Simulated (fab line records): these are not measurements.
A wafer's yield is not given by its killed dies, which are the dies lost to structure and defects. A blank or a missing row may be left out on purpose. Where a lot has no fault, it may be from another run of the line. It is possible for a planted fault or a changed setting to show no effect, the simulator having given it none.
The tool behind it: which one? | flow sky130 | 24 lots with 72 wafers sampled at 6 steps, on a route of 708 steps

WHAT THE GAUGES SHOWED, per wafer
SKY_FIELD_ISO_THK_MEAS_04.
lot  | measured    | on            | FIELD_ISO_CVD_03_THK (nm)
L074 | day 1 14:10 | film-metro-03 | 164.2 164.8 166.1
L075 | day 1 19:01 | film-metro-03 | 165.9 164.1 166.9
L076 | day 2 00:23 | film-metro-01 | 166.5 165.6 165.9
L077 | day 2 05:05 | film-metro-03 | 166.8 166.1 165.8
L078 | day 2 09:47 | film-metro-04 | 165.2 165.3 163.9
L079 | day 2 15:06 | film-metro-01 | 164.5 164.9 165.0
L080 | day 2 19:31 | film-metro-04 | 167.8 169.0 166.8
L081 | day 3 03:50 | film-metro-01 | 165.3 165.3 166.1
L082 | day 3 09:24 | film-metro-04 | 167.6 166.5 166.5
L083 | day 3 12:24 | film-metro-03 | 165.0 164.4 163.5
L084 | day 3 18:40 | film-metro-03 | 164.6 165.0 166.0
L085 | day 3 22:44 | film-metro-04 | 167.0 165.2 166.3
L086 | day 4 02:38 | film-metro-01 | 166.1 166.2 167.9
L087 | day 4 10:37 | film-metro-04 | 170.1 168.4 168.1
L088 | day 4 15:59 | film-metro-01 | 167.1 166.9 168.4
L089 | day 4 20:10 | film-metro-03 | 165.7 165.6 165.7
L090 | day 4 23:10 | film-metro-03 | 167.0 167.8 167.9
L091 | day 5 05:41 | film-metro-04 | 166.8 166.6 165.5
L092 | day 5 09:58 | film-metro-03 | 167.8 165.7 166.7
L093 | day 5 16:00 | film-metro-03 | 167.4 168.8 167.6
L094 | day 5 21:01 | film-metro-04 | 166.5 165.8 166.5
L095 | day 5 22:59 | film-metro-01 | 168.1 168.1 166.5
L096 | day 6 04:24 | film-metro-01 | 166.3 166.4 166.5
L097 | day 6 09:07 | film-metro-04 | 167.2 166.7 167.5

SKY_VIA2_RS_MEAS_22: measurement is done with a four-point probe.
lot  | measured     | on            | VIA2_W_RS (ohm/sq)
L074 | day 36 06:32 | film-metro-03 | 0.281 0.279 0.272
L075 | day 36 08:07 | film-metro-03 | 0.272 0.276 0.273
L076 | day 36 18:54 | film-metro-01 | 0.273 0.271 0.268
L077 | day 37 03:58 | film-metro-01 | 0.276 0.273 0.276
L078 | day 37 05:54 | film-metro-03 | 0.267 0.266 0.271
L079 | day 38 04:44 | film-metro-03 | 0.270 0.273 0.270
L080 | day 38 12:44 | film-metro-04 | 0.268 0.269 0.275
L081 | day 39 22:33 | film-metro-04 | 0.266 0.272 0.262
L082 | day 39 00:43 | film-metro-04 | 0.265 0.270 0.270
L083 | day 39 06:26 | film-metro-01 | 0.272 0.274 0.269
L084 | day 39 21:43 | film-metro-01 | 0.272 0.265 0.263
L085 | day 39 23:13 | film-metro-04 | 0.276 0.269 0.275
L086 | day 40 09:05 | film-metro-01 | 0.267 0.271 0.271
L087 | day 40 09:25 | film-metro-04 | 0.269 0.274 0.269
L088 | day 40 18:26 | film-metro-04 | 0.273 0.266 0.273
L089 | day 41 03:52 | film-metro-04 | 0.271 0.270 0.269
L090 | day 41 10:08 | film-metro-04 | 0.269 0.265 0.270
L091 | day 41 12:01 | film-metro-03 | 0.266 0.268 0.271
L092 | day 41 20:45 | film-metro-03 | 0.270 0.273 0.269
L093 | day 42 10:34 | film-metro-04 | 0.272 0.268 0.270
L094 | day 42 12:12 | film-metro-04 | 0.260 0.264 0.269
L095 | day 42 13:46 | film-metro-01 | 0.262 0.264 0.263
L096 | day 42 18:25 | film-metro-04 | 0.268 0.269 0.276
L097 | day 43 06:41 | film-metro-01 | 0.268 0.268 0.263

SKY_CAPM_OVL_MEAS_12.
lot  | measured     | on         | CAPM_OVL (nm)
L074 | day 37 09:01 | overlay-01 | -2.5 -1.2 0.2
L075 | day 37 10:25 | overlay-02 | 0.7 0.4 1.5
L076 | day 37 21:47 | overlay-01 | -3.4 0.3 -1.4
L077 | day 38 06:47 | overlay-02 | 0.0 0.5 0.4
L078 | day 38 08:17 | overlay-01 | -2.9 -0.8 -1.6
L079 | day 39 07:08 | overlay-01 | -0.2 -0.5 -0.4
L080 | day 39 13:43 | overlay-01 | -2.4 -1.9 -3.5
L081 | day 40 23:31 | overlay-02 | 0.8 -0.8 3.1
L082 | day 40 05:26 | overlay-02 | 1.9 3.7 3.0
L083 | day 40 07:37 | overlay-02 | -0.1 -0.4 -0.9
L084 | day 40 22:25 | overlay-01 | 0.1 2.2 -0.4
L085 | day 41 00:25 | overlay-01 | 0.5 -0.5 1.9
L086 | day 41 09:34 | overlay-01 | -1.0 -1.4 1.9
L087 | day 41 09:52 | overlay-01 | -0.7 -1.3 -0.4
L088 | day 41 19:01 | overlay-01 | 0.0 -2.5 -1.9
L089 | day 42 04:19 | overlay-02 | 1.3 1.0 0.0
L090 | day 42 11:01 | overlay-01 | -0.9 -2.1 -1.4
L091 | day 42 12:02 | overlay-02 | 0.6 -0.1 2.3
L092 | day 42 20:43 | overlay-02 | -1.0 1.0 0.1
L093 | day 43 10:16 | overlay-02 | -0.9 -0.2 -0.9
L094 | day 43 11:44 | overlay-02 | -1.2 -1.0 -2.8
L095 | day 43 13:25 | overlay-01 | -0.5 -0.4 -1.4
L096 | day 43 17:19 | overlay-01 | 0.0 0.0 -0.8
L097 | day 44 06:01 | overlay-01 | -1.7 -0.7 -1.2

SKY_VIA3_BOW_MEAS_03.
lot  | measured     | on            | VIA3_BOW (um)
L074 | day 38 13:29 | film-metro-01 | 86 87 89
L075 | day 38 14:20 | film-metro-02 | 80 78 76
L076 | day 39 05:21 | film-metro-03 | 89 77 75
L077 | day 39 09:55 | film-metro-02 | 72 77 63
L078 | day 39 11:46 | film-metro-03 | 72 79 99
L079 | day 40 10:32 | film-metro-03 | 87 86 81
L080 | day 40 16:30 | film-metro-03 | 81 63 80
L081 | day 42 02:22 | film-metro-02 | 79 85 95
L082 | day 41 07:00 | film-metro-01 | 68 89 72
L083 | day 41 10:13 | film-metro-01 | 80 80 75
L084 | day 42 01:11 | film-metro-03 | 76 74 80
L085 | day 42 04:07 | film-metro-03 | 76 87 86
L086 | day 42 11:39 | film-metro-01 | 78 88 80
L087 | day 42 11:52 | film-metro-02 | 86 70 73
L088 | day 42 20:32 | film-metro-02 | 77 82 80
L089 | day 43 05:10 | film-metro-01 | 85 76 87
L090 | day 43 12:42 | film-metro-03 | 82 75 77
L091 | day 43 14:02 | film-metro-02 | 74 81 77
L092 | day 43 22:04 | film-metro-03 | 90 80 71
L093 | day 44 10:40 | film-metro-03 | 75 80 82
L094 | day 44 11:40 | film-metro-02 | 75 83 78
L095 | day 44 13:51 | film-metro-03 | 79 79 74
L096 | day 44 17:03 | film-metro-03 | 87 83 71
L097 | day 45 05:41 | film-metro-01 | 84 87 67

TOOL THAT RAN EACH LOT (tool first, then ch and the chambers of the sampled wafers, then the start)
lot  | SKY_VIA1_CMP_24               | SKY_METAL2_STRIP_20
L074 | cmp-02 ch 0,1,3, day 33 22:37 | plasma-asher-03 ch 0,1, day 35 01:18
L075 | cmp-02 ch 0,1,3, day 34 00:49 | plasma-asher-04 ch 0,1, day 35 03:19
L076 | cmp-01 ch 0,1,3, day 34 11:38 | plasma-asher-03 ch 0,1, day 35 13:55
L077 | cmp-01 ch 1,2,3, day 34 21:04 | plasma-asher-03 ch 0,1, day 36 00:23
L078 | cmp-01 ch 1,2, day 34 22:14   | plasma-asher-03 ch 1, day 36 01:02
L079 | cmp-01 ch 2,3, day 35 22:33   | plasma-asher-03 ch 0,1, day 37 00:41
L080 | cmp-02 ch 0,2,3, day 36 05:47 | plasma-asher-01 ch 1, day 37 08:33
L081 | cmp-01 ch 0,2,3, day 37 18:01 | plasma-asher-04 ch 0,1, day 38 19:43
L082 | cmp-02 ch 2,3, day 36 18:31   | plasma-asher-03 ch 0,1, day 37 21:14
L083 | cmp-01 ch 0,2,3, day 36 23:33 | plasma-asher-03 ch 0,1, day 38 02:18
L084 | cmp-01 ch 0,1,2, day 37 16:38 | plasma-asher-01 ch 1, day 38 18:35
L085 | cmp-01 ch 0,3, day 37 18:13   | plasma-asher-01 ch 0,1, day 38 20:14
L086 | cmp-02 ch 1,2,3, day 38 04:16 | plasma-asher-01 ch 0,1, day 39 06:03
L087 | cmp-02 ch 0,1,2, day 38 04:49 | plasma-asher-04 ch 0,1, day 39 06:16
L088 | cmp-02 ch 1,2,3, day 38 14:17 | plasma-asher-01 ch 0,1, day 39 15:25
L089 | cmp-01 ch 0,2,3, day 38 23:33 | plasma-asher-03 ch 0,1, day 40 01:02
L090 | cmp-02 ch 1,3, day 39 06:14   | plasma-asher-01 ch 1, day 40 07:22
L091 | cmp-02 ch 1,2,3, day 39 09:18 | plasma-asher-03 ch 0,1, day 40 09:54
L092 | cmp-01 ch 0,1,2, day 39 17:16 | plasma-asher-01 ch 0,1, day 40 18:14
L093 | cmp-01 ch 1,3, day 40 07:39   | plasma-asher-01 ch 0,1, day 41 08:40
L094 | cmp-01 ch 1,2, day 40 09:25   | plasma-asher-03 ch 0,1, day 41 09:55
L095 | cmp-02 ch 0,1, day 40 10:31   | plasma-asher-01 ch 0,1, day 41 11:45
L096 | cmp-02 ch 1,3, day 40 16:47   | plasma-asher-01 ch 0, day 41 17:16
L097 | cmp-02 ch 0,1, day 41 04:47   | plasma-asher-01 ch 0,1, day 42 05:06
- SKY_VIA1_CMP_24: polishes, stops on SiO2, t overpolish 15 s, target thk 0 nm.
- SKY_METAL2_STRIP_20: strips in O2/N2.

WHAT THE TOOLS THEMSELVES READ (means of the sampled wafers that have a number; where no wafer has one, the mark that the record gives instead)
SKY_VIA1_CMP_24.
lot  | tool   | motor-current-A (A) | overpolish-run-s (s) | time-to-endpoint-s (s)
L074 | cmp-02 | 10.7                | 14.993               | 69
L075 | cmp-02 | 10.7                | 15.003               | 68
L076 | cmp-01 | 10.4                | 15.002               | 65
L077 | cmp-01 | 11.5                | 15.008               | 64
L078 | cmp-01 | 11.0                | 15.004               | 66
L079 | cmp-01 | 11.5                | 15.005               | 63
L080 | cmp-02 | 9.9                 | 14.997               | 67
L081 | cmp-01 | 11.7                | 14.993               | 69
L082 | cmp-02 | 9.8                 | 15.002               | 66
L083 | cmp-01 | 12.0                | 14.999               | 64
L084 | cmp-01 | 10.8                | 14.986               | 67
L085 | cmp-01 | 10.8                | 15.004               | 66
L086 | cmp-02 | 10.9                | 15.001               | 70
L087 | cmp-02 | 11.2                | 15.000               | 64
L088 | cmp-02 | 11.1                | 14.996               | 67
L089 | cmp-01 | 11.8                | 15.003               | 65
L090 | cmp-02 | 10.0                | 14.998               | 65
L091 | cmp-02 | 10.6                | 14.992               | 68
L092 | cmp-01 | 10.8                | 15.001               | 65
L093 | cmp-01 | 10.4                | 14.996               | 63
L094 | cmp-01 | 10.8                | 15.000               | 60
L095 | cmp-02 | 11.8                | 15.007               | 71
L096 | cmp-02 | 10.3                | 15.002               | 68
L097 | cmp-02 | 11.7                | 15.003               | 70

SKY_METAL2_STRIP_20.
lot  | tool            | drypump-motor-current-A (A) | o2-flow-sccm (sccm) | oes-product-au (a.u.) | strip-time-to-endpoint-s (s)
L074 | plasma-asher-03 | 6.3                         | 2999                | 0.343                 | 2.69
L075 | plasma-asher-04 | 5.8                         | 2993                | 0.339                 | 2.67
L076 | plasma-asher-03 | 6.2                         | 3002                | 0.343                 | 2.72
L077 | plasma-asher-03 | 6.1                         | 3000                | 0.348                 | 2.72
L078 | plasma-asher-03 | 6.4                         | 2985                | 0.343                 | 2.66
L079 | plasma-asher-03 | 6.3                         | 2993                | 0.346                 | 2.69
L080 | plasma-asher-01 | 6.6                         | 2999                | 0.341                 | 2.74
L081 | plasma-asher-04 | 5.9                         | 3006                | 0.341                 | 2.70
L082 | plasma-asher-03 | 6.1                         | 3004                | 0.344                 | 2.71
L083 | plasma-asher-03 | 6.2                         | 3006                | 0.344                 | 2.69
L084 | plasma-asher-01 | 6.6                         | 2998                | 0.342                 | 2.73
L085 | plasma-asher-01 | 6.2                         | 2998                | 0.345                 | 2.70
L086 | plasma-asher-01 | 5.8                         | 2991                | 0.348                 | 2.77
L087 | plasma-asher-04 | 5.7                         | 2998                | 0.343                 | 2.72
L088 | plasma-asher-01 | 5.8                         | 2998                | 0.346                 | 2.73
L089 | plasma-asher-03 | 6.0                         | 3008                | 0.343                 | 2.66
L090 | plasma-asher-01 | 6.6                         | 2990                | 0.344                 | 2.75
L091 | plasma-asher-03 | 6.1                         | 2997                | 0.345                 | 2.76
L092 | plasma-asher-01 | 6.2                         | 2996                | 0.338                 | 2.66
L093 | plasma-asher-01 | 6.2                         | 2995                | 0.344                 | 2.69
L094 | plasma-asher-03 | 6.1                         | 2988                | 0.343                 | 2.66
L095 | plasma-asher-01 | 5.8                         | 2996                | 0.339                 | 2.71
L096 | plasma-asher-01 | 5.4                         | 3003                | 0.344                 | 2.77
L097 | plasma-asher-01 | 6.2                         | 2997                | 0.341                 | 2.68

THE ANSWER, worked out from the rows above alone
Rule: the lots themselves supply what counts as usual. The widest of any qualifying gaps counts: lots, ordered by their means at a reading, are off when they make up no more than a third of the lots, leave a main group of 4 or more, and stand apart from it by 3 or more times the standard deviation of that group's means. A main group is skipped when, at the precision printed for the reading in the tables above, its means are all equal. Also off: a lot with no number at a reading for which 4 or more lots have one. Any other lot the step has rows for is counted as sound. The gauges are gone through in route order, then the tools' own readings, and for those a lot's mean is taken as printed above. The first step at which some lot is off is used, and at that step the reading that is off furthest; a lot without a number counts as furthest.
Across all readings shown, no lot is off: no conclusion can be drawn from this.

WHAT HAD BEEN PUT IN BY THE SIMULATOR
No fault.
